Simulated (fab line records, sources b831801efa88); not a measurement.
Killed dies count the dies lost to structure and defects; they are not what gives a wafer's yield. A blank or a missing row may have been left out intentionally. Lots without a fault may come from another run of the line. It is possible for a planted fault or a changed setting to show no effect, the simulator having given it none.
Which tool did it? | flow sky130 | at 1 step of a route of 708, 11 lots with 33 wafers sampled

WHAT THE GAUGES SHOWED, per wafer
SKY_VIA4_OVL_MEAS_11. Usual: VIA4_OVL gives 0.5 nm (standard deviation 1.3).
lot  | measured     | on         | VIA4_OVL (nm)  | flag
L897 | day 43 00:22 | overlay-01 | 0.5 0.0 0.4    | 
L898 | day 43 01:05 | overlay-01 | -1.8 -0.7 -1.5 | 
L899 | day 43 18:47 | overlay-02 | 2.1 3.6 1.5    | 
L901 | day 43 23:20 | overlay-01 | -1.4 0.1 -0.6  | 
L904 | day 45 00:10 | overlay-01 | -1.9 -0.6 -2.9 | 
L906 | day 45 02:16 | overlay-01 | -0.4 -0.6 -0.9 | 
L916 | day 48 04:10 | overlay-02 | 2.4 -0.3 1.3   | 
L918 | day 48 07:04 | overlay-01 | -1.5 1.1 1.5   | 
L917 | day 48 08:49 | overlay-01 | 0.9 0.4 -0.9   | 
L919 | day 48 13:02 | overlay-02 | 0.6 -2.6 -1.3  | 
L920 | day 48 14:26 | overlay-01 | 1.8 0.7 -0.6   | 

EACH LOT AND THE TOOL THAT RAN IT (in order: tool; ch and the chambers of the sampled wafers; start)
Record: no process step prior to these readings.

AS READ BY THE TOOLS THEMSELVES (means over the sampled wafers that have a number; for cases with no such wafer, the mark the record gives instead)
The record holds no such reading with a usual standard deviation.

THE ANSWER, worked out from the rows above alone
Rule: lot off if the mean of its wafers having a number is beyond 3 standard deviations from the usual mean. Also off: a lot with no number at a reading for which 4 or more lots have one. All remaining lots with rows at the step are treated as sound. The gauges are gone through in route order, then the tools' own readings, and for those a lot's mean is taken as printed above. The first step at which some lot is off is used, and at that step the reading that is off furthest; a lot without a number counts as furthest.
No lot is off on any of the readings shown, so nothing can be concluded from this.

WHAT HAD BEEN PUT IN BY THE SIMULATOR
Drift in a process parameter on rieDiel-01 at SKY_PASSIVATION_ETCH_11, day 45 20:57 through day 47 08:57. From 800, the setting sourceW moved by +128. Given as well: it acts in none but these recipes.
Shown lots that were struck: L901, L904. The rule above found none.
